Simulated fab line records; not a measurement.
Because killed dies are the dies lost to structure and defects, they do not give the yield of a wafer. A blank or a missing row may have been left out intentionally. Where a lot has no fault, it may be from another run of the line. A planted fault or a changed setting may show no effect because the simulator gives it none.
Which tool is to blame? / flow gf180mcu / 36 wafers from 12 lots sampled at 6 of the route's 602 steps

WHAT THE GAUGES SHOWED, per wafer
GF_M3_CD_MEAS_14: the cd target is 280 nm. Usual: cd_nm reads 279.8 nm (standard deviation 1.5).
lot=L613; measured=day 21 22:56; on=cd_sem-02; cd_nm (nm)=278.3 277.9 278.2; flag=
lot=L615; measured=day 22 17:01; on=cd_sem-01; cd_nm (nm)=281.1 280.8 281.2; flag=
lot=L616; measured=day 23 00:32; on=cd_sem-01; cd_nm (nm)=278.8 279.4 279.5; flag=
lot=L617; measured=day 23 12:35; on=cd_sem-01; cd_nm (nm)=276.6 276.9 276.5; flag=
lot=L618; measured=day 23 17:47; on=cd_sem-02; cd_nm (nm)=281.2 280.5 281.8; flag=
lot=L619; measured=day 24 00:53; on=cd_sem-01; cd_nm (nm)=281.7 282.2 281.9; flag=
lot=L623; measured=day 25 18:25; on=cd_sem-02; cd_nm (nm)=281.1 281.6 282.3; flag=
lot=L624; measured=day 25 19:31; on=cd_sem-01; cd_nm (nm)=279.1 279.8 279.4; flag=
lot=L626; measured=day 26 08:32; on=cd_sem-02; cd_nm (nm)=283.8 283.1 282.7; flag=
lot=L629; measured=day 27 07:30; on=cd_sem-01; cd_nm (nm)=279.2 280.1 279.4; flag=
lot=L630; measured=day 27 10:46; on=cd_sem-02; cd_nm (nm)=279.3 279.4 279.7; flag=
lot=L633; measured=day 28 08:18; on=cd_sem-01; cd_nm (nm)=280.1 277.9 278.7; flag=

GF_V3_RS_MEAS_24: the measuring method here is four-point-probe. Usual: V3_W_RS 0.327 ohm/sq, standard deviation 0.0035.
lot=L613; measured=day 23 00:58; on=film_metro-02; V3_W_RS (ohm/sq)=0.329 0.329 0.325; flag=
lot=L615; measured=day 23 18:50; on=film_metro-04; V3_W_RS (ohm/sq)=0.324 0.331 0.322; flag=
lot=L616; measured=day 24 01:43; on=film_metro-04; V3_W_RS (ohm/sq)=0.320 0.326 0.320; flag=
lot=L617; measured=day 24 13:09; on=film_metro-03; V3_W_RS (ohm/sq)=0.328 0.320 0.320; flag=
lot=L618; measured=day 24 17:49; on=film_metro-02; V3_W_RS (ohm/sq)=0.326 0.325 0.321; flag=
lot=L619; measured=day 25 00:12; on=film_metro-03; V3_W_RS (ohm/sq)=0.327 0.327 0.325; flag=
lot=L623; measured=day 26 17:38; on=film_metro-02; V3_W_RS (ohm/sq)=0.324 0.323 0.322; flag=
lot=L624; measured=day 26 18:53; on=film_metro-04; V3_W_RS (ohm/sq)=0.469 0.462 0.470; flag=OFF
lot=L626; measured=day 27 07:26; on=film_metro-03; V3_W_RS (ohm/sq)=0.460 0.468 0.467; flag=OFF
lot=L629; measured=day 28 05:21; on=film_metro-02; V3_W_RS (ohm/sq)=0.325 0.328 0.322; flag=
lot=L630; measured=day 28 08:41; on=film_metro-04; V3_W_RS (ohm/sq)=0.327 0.327 0.324; flag=
lot=L633; measured=day 29 05:23; on=film_metro-02; V3_W_RS (ohm/sq)=0.328 0.329 0.336; flag=

GF_V3_THK_MEAS_25: measures by xrf. Usual: V3_W_THK 347 nm, standard deviation 5.4.
lot=L613; measured=day 23 01:04; on=film_metro-02; V3_W_THK (nm)=347 347 352; flag=
lot=L615; measured=day 23 18:56; on=film_metro-04; V3_W_THK (nm)=351 343 354; flag=
lot=L616; measured=day 24 01:49; on=film_metro-04; V3_W_THK (nm)=352 345 348; flag=
lot=L617; measured=day 24 13:16; on=film_metro-03; V3_W_THK (nm)=340 349 349; flag=
lot=L618; measured=day 24 17:55; on=film_metro-02; V3_W_THK (nm)=351 352 357; flag=
lot=L619; measured=day 25 00:19; on=film_metro-03; V3_W_THK (nm)=344 343 345; flag=
lot=L623; measured=day 26 17:46; on=film_metro-02; V3_W_THK (nm)=355 356 357; flag=
lot=L624; measured=day 26 19:01; on=film_metro-04; V3_W_THK (nm)=267 270 269; flag=OFF
lot=L626; measured=day 27 07:34; on=film_metro-03; V3_W_THK (nm)=274 269 271; flag=OFF
lot=L629; measured=day 28 05:28; on=film_metro-02; V3_W_THK (nm)=353 348 358; flag=
lot=L630; measured=day 28 08:48; on=film_metro-04; V3_W_THK (nm)=344 344 346; flag=
lot=L633; measured=day 29 05:29; on=film_metro-02; V3_W_THK (nm)=347 345 339; flag=

WHAT TOOL EACH LOT RAN ON (gives the tool, then ch and the chambers of the sampled wafers, and finally the start)
lot=L613; GF_V2_ETCH_17=rie_diel-04 ch 0,1,2, day 21 22:56 or earlier; GF_V3_SPUTTER_22=pvd_sputter-04, day 23 00:47; GF_V3_CVD_23=cvd_w-01 ch 0, day 23 00:50
lot=L615; GF_V2_ETCH_17=rie_diel-01 ch 0,2,3, day 22 17:01 or earlier; GF_V3_SPUTTER_22=pvd_sputter-01, day 23 18:39; GF_V3_CVD_23=cvd_w-02 ch 0,1, day 23 18:43
lot=L616; GF_V2_ETCH_17=rie_diel-04 ch 1,2,3, day 23 00:32 or earlier; GF_V3_SPUTTER_22=pvd_sputter-01, day 24 01:32; GF_V3_CVD_23=cvd_w-02 ch 0,1, day 24 01:35
lot=L617; GF_V2_ETCH_17=rie_diel-03 ch 0,1,3, day 23 12:35 or earlier; GF_V3_SPUTTER_22=pvd_sputter-04, day 24 12:59; GF_V3_CVD_23=cvd_w-02 ch 0,1, day 24 13:02
lot=L618; GF_V2_ETCH_17=rie_diel-03 ch 0,1,3, day 23 17:47 or earlier; GF_V3_SPUTTER_22=pvd_sputter-03, day 24 17:38; GF_V3_CVD_23=cvd_w-01 ch 0,1, day 24 17:41
lot=L619; GF_V2_ETCH_17=rie_diel-04 ch 1,3, day 24 00:53 or earlier; GF_V3_SPUTTER_22=pvd_sputter-01, day 25 00:03; GF_V3_CVD_23=cvd_w-02 ch 0,1, day 25 00:05
lot=L623; GF_V2_ETCH_17=rie_diel-01 ch 1,2,3, day 25 18:25 or earlier; GF_V3_SPUTTER_22=pvd_sputter-01, day 26 17:29; GF_V3_CVD_23=cvd_w-02 ch 0,1, day 26 17:32
lot=L624; GF_V2_ETCH_17=rie_diel-03 ch 1,2,3, day 25 19:31 or earlier; GF_V3_SPUTTER_22=pvd_sputter-01, day 26 18:44; GF_V3_CVD_23=cvd_w-02 ch 0,1, day 26 18:47
lot=L626; GF_V2_ETCH_17=rie_diel-04 ch 0,3, day 26 08:32 or earlier; GF_V3_SPUTTER_22=pvd_sputter-04, day 27 07:17; GF_V3_CVD_23=cvd_w-02 ch 0,1, day 27 07:20
lot=L629; GF_V2_ETCH_17=rie_diel-04 ch 1,2, day 27 07:30 or earlier; GF_V3_SPUTTER_22=pvd_sputter-04, day 28 05:11; GF_V3_CVD_23=cvd_w-01 ch 0,1, day 28 05:13
lot=L630; GF_V2_ETCH_17=rie_diel-03 ch 0,2,3, day 27 10:46 or earlier; GF_V3_SPUTTER_22=pvd_sputter-01, day 28 08:31; GF_V3_CVD_23=cvd_w-01 ch 0,1, day 28 08:34
lot=L633; GF_V2_ETCH_17=rie_diel-03 ch 0,2,3, day 28 08:18 or earlier; GF_V3_SPUTTER_22=pvd_sputter-01, day 29 05:12; GF_V3_CVD_23=cvd_w-01 ch 0,1, day 29 05:16
- GF_V2_ETCH_17: etches SiO2 in C4F8/O2/Ar, stops on TiN, target depth 630 nm.
- GF_V3_SPUTTER_22: material TiN, target thk 10 nm, time 40 s.
- GF_V3_CVD_23: deposits W, target thk 350 nm, time 104.9 s.

AS READ BY THE TOOLS THEMSELVES (means over the sampled wafers that have a number; for cases with no such wafer, the mark the record gives instead)
GF_V2_ETCH_17. Usual: oes_product_au reads 0.856 a.u. (standard deviation 0.0044).
lot=L613; tool=rie_diel-04; oes_product_au (a.u.)=0.857; flag=
lot=L615; tool=rie_diel-01; oes_product_au (a.u.)=0.860; flag=
lot=L616; tool=rie_diel-04; oes_product_au (a.u.)=0.859; flag=
lot=L617; tool=rie_diel-03; oes_product_au (a.u.)=0.855; flag=
lot=L618; tool=rie_diel-03; oes_product_au (a.u.)=0.859; flag=
lot=L619; tool=rie_diel-04; oes_product_au (a.u.)=0.855; flag=
lot=L623; tool=rie_diel-01; oes_product_au (a.u.)=0.856; flag=
lot=L624; tool=rie_diel-03; oes_product_au (a.u.)=0.851; flag=
lot=L626; tool=rie_diel-04; oes_product_au (a.u.)=0.858; flag=
lot=L629; tool=rie_diel-04; oes_product_au (a.u.)=0.853; flag=
lot=L630; tool=rie_diel-03; oes_product_au (a.u.)=0.857; flag=
lot=L633; tool=rie_diel-03; oes_product_au (a.u.)=0.854; flag=

GF_V3_SPUTTER_22. Usual: throttle_valve_pct reads 30.3 % (standard deviation 0.89).
lot=L613; tool=pvd_sputter-04; throttle_valve_pct (%)=29.4; flag=
lot=L615; tool=pvd_sputter-01; throttle_valve_pct (%)=30.6; flag=
lot=L616; tool=pvd_sputter-01; throttle_valve_pct (%)=30.7; flag=
lot=L617; tool=pvd_sputter-04; throttle_valve_pct (%)=28.9; flag=
lot=L618; tool=pvd_sputter-03; throttle_valve_pct (%)=29.3; flag=
lot=L619; tool=pvd_sputter-01; throttle_valve_pct (%)=30.7; flag=
lot=L623; tool=pvd_sputter-01; throttle_valve_pct (%)=30.3; flag=
lot=L624; tool=pvd_sputter-01; throttle_valve_pct (%)=30.3; flag=
lot=L626; tool=pvd_sputter-04; throttle_valve_pct (%)=30.3; flag=
lot=L629; tool=pvd_sputter-04; throttle_valve_pct (%)=30.0; flag=
lot=L630; tool=pvd_sputter-01; throttle_valve_pct (%)=30.1; flag=
lot=L633; tool=pvd_sputter-01; throttle_valve_pct (%)=30.2; flag=

GF_V3_CVD_23. Usual: heater_power_w reads 843 W (standard deviation 85).
lot=L613; tool=cvd_w-01; heater_power_w (W)=996; flag=
lot=L615; tool=cvd_w-02; heater_power_w (W)=784; flag=
lot=L616; tool=cvd_w-02; heater_power_w (W)=791; flag=
lot=L617; tool=cvd_w-02; heater_power_w (W)=787; flag=
lot=L618; tool=cvd_w-01; heater_power_w (W)=953; flag=
lot=L619; tool=cvd_w-02; heater_power_w (W)=783; flag=
lot=L623; tool=cvd_w-02; heater_power_w (W)=793; flag=
lot=L624; tool=cvd_w-02; heater_power_w (W)=800; flag=
lot=L626; tool=cvd_w-02; heater_power_w (W)=783; flag=
lot=L629; tool=cvd_w-01; heater_power_w (W)=889; flag=
lot=L630; tool=cvd_w-01; heater_power_w (W)=944; flag=
lot=L633; tool=cvd_w-01; heater_power_w (W)=887; flag=

THE ANSWER, worked out from the rows above alone
Rule: a lot counts as off when the mean over its wafers that have a number is more than 3 standard deviations away from the usual mean. A lot without any number at a reading at which 4 lots or more have one is off too. Any other lot the step has rows for is counted as sound. The gauges are gone through in route order, then the tools' own readings, and for those a lot's mean is taken as printed above. At the first step where some lot is off, the reading lying furthest off is the one used; lots without a number count as furthest.
Off: at GF_V3_RS_MEAS_24 (V3_W_RS), L624, L626.
A tool fits if, at a process step before that reading, it ran every lot that is off, and no sound lot after the first of them. Those tools and the gauges at GF_V3_RS_MEAS_24 are tried in the same way. GF_V2_ETCH_17 gives no start for some lots, so the hours and the order of its lots are those of GF_M3_CD_MEAS_14. One fits: GF_V3_CVD_23 on cvd_w-02. Its last sound lot is L623 (day 26 17:32), its first lot that is off L624 (day 26 18:47): a fault that began between those two fits.

WHAT WAS PUT IN BY THE SIMULATOR
Site profile drift: cvd_w-02, from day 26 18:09 on, at GF_V3_CVD_23. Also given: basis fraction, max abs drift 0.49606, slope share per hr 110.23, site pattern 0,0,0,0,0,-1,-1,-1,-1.
Shown lots that were struck: L624, L626. The same result came from the rule above.
